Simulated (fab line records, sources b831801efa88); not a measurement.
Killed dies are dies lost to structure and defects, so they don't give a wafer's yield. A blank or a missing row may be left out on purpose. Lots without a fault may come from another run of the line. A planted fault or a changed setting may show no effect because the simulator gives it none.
Which tool did it? | flow sky130 | 24 lots, 72 wafers sampled, at 5 steps of a route of 708

WHAT THE GAUGES READ, wafer by wafer
SKY_GATE_OXIDE_THK_MEAS_02. Usual: GATE_OXIDE_OXIDATION_00_THK 10.23 nm, standard deviation 0.2.
lot  | measured     | on            | GATE_OXIDE_OXIDATION_00_THK (nm) | flag
L074 | day 12 16:31 | film_metro-02 | 10.27 10.43 10.32                |
L075 | day 13 02:01 | film_metro-02 | 10.40 10.55 10.47                |
L076 | day 13 15:04 | film_metro-02 | 9.96 9.97 10.01                  |
L077 | day 13 19:10 | film_metro-03 | 10.23 10.06 10.11                |
L078 | day 14 02:19 | film_metro-01 | 10.23 10.26 10.17                |
L079 | day 14 09:44 | film_metro-01 | 10.15 9.95 10.05                 |
L080 | day 14 13:20 | film_metro-03 | 10.38 10.21 10.21                |
L081 | day 15 04:02 | film_metro-02 | 10.41 10.28 10.36                |
L082 | day 15 15:24 | film_metro-03 | 9.84 9.80 9.89                   |
L083 | day 16 09:32 | film_metro-02 | 10.06 9.91 10.05                 |
L085 | day 16 12:20 | film_metro-01 | 10.14 10.54 10.49                |
L084 | day 16 14:44 | film_metro-01 | 9.84 9.76 9.94                   |
L086 | day 16 14:44 | film_metro-02 | 10.20 10.38 10.28                |
L087 | day 17 07:34 | film_metro-01 | 10.21 10.39 10.43                |
L088 | day 17 16:17 | film_metro-03 | 10.17 10.13 10.14                |
L089 | day 18 08:10 | film_metro-03 | 10.12 10.55 10.24                |
L090 | day 18 09:35 | film_metro-01 | 10.51 10.53 10.50                |
L091 | day 18 22:52 | film_metro-02 | 10.45 10.51 10.08                |
L092 | day 19 02:41 | film_metro-03 | 10.33 10.31 10.24                |
L093 | day 19 04:49 | film_metro-03 | 10.24 10.31 10.19                |
L094 | day 19 13:13 | film_metro-01 | 10.15 10.33 10.26                |
L095 | day 19 17:55 | film_metro-01 | 10.42 10.09 10.33                |
L096 | day 20 08:55 | film_metro-03 | 10.09 10.13 10.07                |
L097 | day 20 18:24 | film_metro-03 | 10.43 10.36 10.29                |

SKY_GATE_OXIDE_TW_MEAS_14. Usual: GATE_OXIDE_TW 223.2, standard deviation 1.8.
lot  | measured     | on            | GATE_OXIDE_TW     | flag
L074 | day 13 17:42 | film_metro-02 | 222.7 221.6 222.6 |
L075 | day 14 03:59 | film_metro-01 | 225.5 225.4 224.5 |
L076 | day 14 17:25 | film_metro-02 | 222.6 222.3 222.8 |
L077 | day 14 19:56 | film_metro-01 | 224.3 225.6 224.7 |
L078 | day 15 06:01 | film_metro-02 | 221.4 221.6 220.8 |
L079 | day 15 12:58 | film_metro-02 | 221.4 221.4 223.2 |
L080 | day 15 16:20 | film_metro-02 | 222.4 220.3 222.3 |
L081 | day 16 07:40 | film_metro-01 | 225.8 225.8 226.0 |
L082 | day 16 19:56 | film_metro-03 | 222.5 222.7 224.0 |
L083 | day 17 12:28 | film_metro-02 | 223.4 223.2 224.1 |
L085 | day 17 15:48 | film_metro-02 | 223.0 222.3 223.3 |
L084 | day 17 18:57 | film_metro-01 | 225.3 225.9 226.2 |
L086 | day 17 19:16 | film_metro-01 | 224.5 225.9 226.9 |
L087 | day 18 13:19 | film_metro-01 | 224.3 224.7 223.8 |
L088 | day 18 22:55 | film_metro-01 | 224.2 224.9 223.7 |
L089 | day 19 15:12 | film_metro-03 | 221.8 219.1 221.3 |
L090 | day 19 16:49 | film_metro-03 | 221.7 221.4 221.3 |
L091 | day 20 05:39 | film_metro-02 | 223.5 224.9 223.3 |
L092 | day 20 08:46 | film_metro-02 | 223.7 223.4 223.0 |
L093 | day 20 11:03 | film_metro-03 | 220.5 220.7 219.8 |
L094 | day 20 20:32 | film_metro-01 | 226.3 226.1 225.4 |
L095 | day 21 00:04 | film_metro-02 | 221.5 221.9 223.6 |
L096 | day 21 15:05 | film_metro-02 | 222.6 221.0 220.8 |
L097 | day 22 01:25 | film_metro-02 | 223.0 220.5 221.8 |

SKY_VIA3_THK_MEAS_23: measures by xrf. Usual: VIA3_W_THK 375 nm, standard deviation 5.6.
lot  | measured     | on            | VIA3_W_THK (nm) | flag
L074 | day 39 15:05 | film_metro-03 | 388 375 381     |
L075 | day 39 16:17 | film_metro-02 | 380 376 371     |
L076 | day 40 10:21 | film_metro-03 | 373 380 374     |
L077 | day 40 13:10 | film_metro-03 | 373 379 376     |
L078 | day 41 08:38 | film_metro-03 | 372 375 371     |
L079 | day 41 10:05 | film_metro-03 | 369 375 370     |
L080 | day 41 14:17 | film_metro-03 | 371 371 372     |
L081 | day 41 19:12 | film_metro-02 | 377 380 380     |
L082 | day 42 05:16 | film_metro-04 | 367 386 376     |
L083 | day 42 18:56 | film_metro-03 | 377 375 375     |
L085 | day 43 01:13 | film_metro-03 | 360 364 364     |
L084 | day 43 02:27 | film_metro-02 | 376 370 376     |
L086 | day 43 02:36 | film_metro-04 | 371 369 368     |
L087 | day 43 17:20 | film_metro-02 | 369 371 376     |
L088 | day 43 23:40 | film_metro-03 | 377 367 373     |
L089 | day 44 05:23 | film_metro-04 | 372 368 371     |
L090 | day 44 11:25 | film_metro-02 | 373 372 372     |
L091 | day 44 17:35 | film_metro-02 | 373 381 383     |
L092 | day 44 22:29 | film_metro-04 | 372 374 372     |
L093 | day 45 01:21 | film_metro-03 | 380 385 372     |
L094 | day 45 04:04 | film_metro-02 | 375 383 381     |
L095 | day 45 07:02 | film_metro-03 | 376 375 375     |
L096 | day 45 18:44 | film_metro-03 | 378 378 385     |
L097 | day 46 06:40 | film_metro-04 | 377 368 383     |

SKY_CAP2M_THK_MEAS_01. Usual: CAP2M_CVD_00_THK 15.55 nm, standard deviation 0.23.
lot  | measured     | on            | CAP2M_CVD_00_THK (nm) | flag
L074 | day 39 15:38 | film_metro-01 | 15.65 15.57 15.74     |
L075 | day 39 16:49 | film_metro-03 | 15.76 15.70 15.46     |
L076 | day 40 10:53 | film_metro-03 | 15.49 15.82 15.97     |
L077 | day 40 13:43 | film_metro-01 | 15.15 15.58 15.41     |
L078 | day 41 09:10 | film_metro-03 | 15.05 15.56 15.77     |
L079 | day 41 10:38 | film_metro-01 | 15.47 15.19 15.61     |
L080 | day 41 14:50 | film_metro-03 | 15.56 15.31 15.60     |
L081 | day 41 19:44 | film_metro-04 | 15.29 15.62 15.76     |
L082 | day 42 05:49 | film_metro-04 | 15.46 15.70 15.59     |
L083 | day 42 19:28 | film_metro-03 | 15.54 15.34 15.73     |
L085 | day 43 01:46 | film_metro-04 | 15.36 15.22 15.55     |
L084 | day 43 02:59 | film_metro-04 | 15.64 16.00 15.90     |
L086 | day 43 03:17 | film_metro-04 | 15.45 15.50 15.52     |
L087 | day 43 17:53 | film_metro-01 | 15.66 15.54 15.90     |
L088 | day 44 00:14 | film_metro-04 | 15.59 16.11 15.71     |
L089 | day 44 05:55 | film_metro-04 | 15.26 15.57 15.57     |
L090 | day 44 12:05 | film_metro-01 | 15.28 15.25 15.23     |
L091 | day 44 18:08 | film_metro-04 | 15.52 15.65 15.62     |
L092 | day 44 23:02 | film_metro-03 | 15.06 15.35 15.76     |
L093 | day 45 01:53 | film_metro-04 | 15.39 15.66 15.84     |
L094 | day 45 04:43 | film_metro-03 | 15.61 15.75 15.68     |
L095 | day 45 07:43 | film_metro-03 | 15.38 15.46 15.67     |
L096 | day 45 19:17 | film_metro-03 | 15.75 15.82 15.97     |
L097 | day 46 07:12 | film_metro-01 | 15.38 15.54 15.30     |

SKY_CAP2M_THK_MEAS_04: measures by xrf. Usual: CAP2M_TIN_THK 198.7 nm, standard deviation 2.6.
lot  | measured     | on            | CAP2M_TIN_THK (nm) | flag
L074 | day 39 15:55 | film_metro-03 | 198.6 200.2 197.8  |
L075 | day 39 17:07 | film_metro-04 | 200.3 200.4 203.3  |
L076 | day 40 11:11 | film_metro-01 | 201.9 199.8 197.6  |
L077 | day 40 14:00 | film_metro-03 | 198.4 199.6 200.0  |
L078 | day 41 09:28 | film_metro-04 | 204.0 202.4 201.5  |
L079 | day 41 10:55 | film_metro-01 | 197.1 198.2 198.3  |
L080 | day 41 15:07 | film_metro-01 | 198.0 196.6 194.9  |
L081 | day 41 20:02 | film_metro-04 | 199.3 200.7 200.3  |
L082 | day 42 06:06 | film_metro-03 | 200.2 199.9 201.7  |
L083 | day 42 19:46 | film_metro-04 | 201.0 198.5 199.9  |
L085 | day 43 02:03 | film_metro-01 | 196.9 197.6 195.0  |
L084 | day 43 03:17 | film_metro-01 | 195.7 198.6 196.9  |
L086 | day 43 03:34 | film_metro-04 | 196.2 196.4 195.3  |
L087 | day 43 18:10 | film_metro-04 | 198.1 200.7 201.4  |
L088 | day 44 00:31 | film_metro-04 | 197.3 199.1 198.1  |
L089 | day 44 06:13 | film_metro-01 | 197.0 198.9 200.1  |
L090 | day 44 12:22 | film_metro-04 | 197.2 200.1 200.0  |
L091 | day 44 18:25 | film_metro-03 | 200.6 200.8 200.9  |
L092 | day 44 23:19 | film_metro-04 | 194.4 193.2 192.7  |
L093 | day 45 02:10 | film_metro-03 | 197.1 195.1 198.5  |
L094 | day 45 05:00 | film_metro-01 | 199.4 198.3 198.9  |
L095 | day 45 08:01 | film_metro-03 | 200.3 202.0 202.0  |
L096 | day 45 19:34 | film_metro-03 | 199.1 200.5 198.7  |
L097 | day 46 07:29 | film_metro-04 | 192.2 191.7 192.3  |

WHICH TOOL RAN EACH LOT (tool, then ch and the chambers of the sampled wafers, then the start)
The record holds no process step before these readings.

WHAT THE TOOLS THEMSELVES READ (means of the sampled wafers that have a number; where no wafer has one, the mark that the record gives instead)
The record holds no such reading with a usual standard deviation.

THE ANSWER, worked out from the rows above alone
Rule: a lot is off if the mean of its wafers that have a number lies more than 3 standard deviations from the usual mean. A lot without any number at a reading at which 4 lots or more have one is off too. The other lots that the step has rows for count as sound. The gauges are gone through in route order, then the tools' own readings, and for those a lot's mean is taken as printed above. The first step at which some lot is off is used, and at that step the reading that is off furthest; a lot without a number counts as furthest.
No lot is off at any reading shown: from this, nothing can be told.

WHAT THE SIMULATOR HAD PUT IN
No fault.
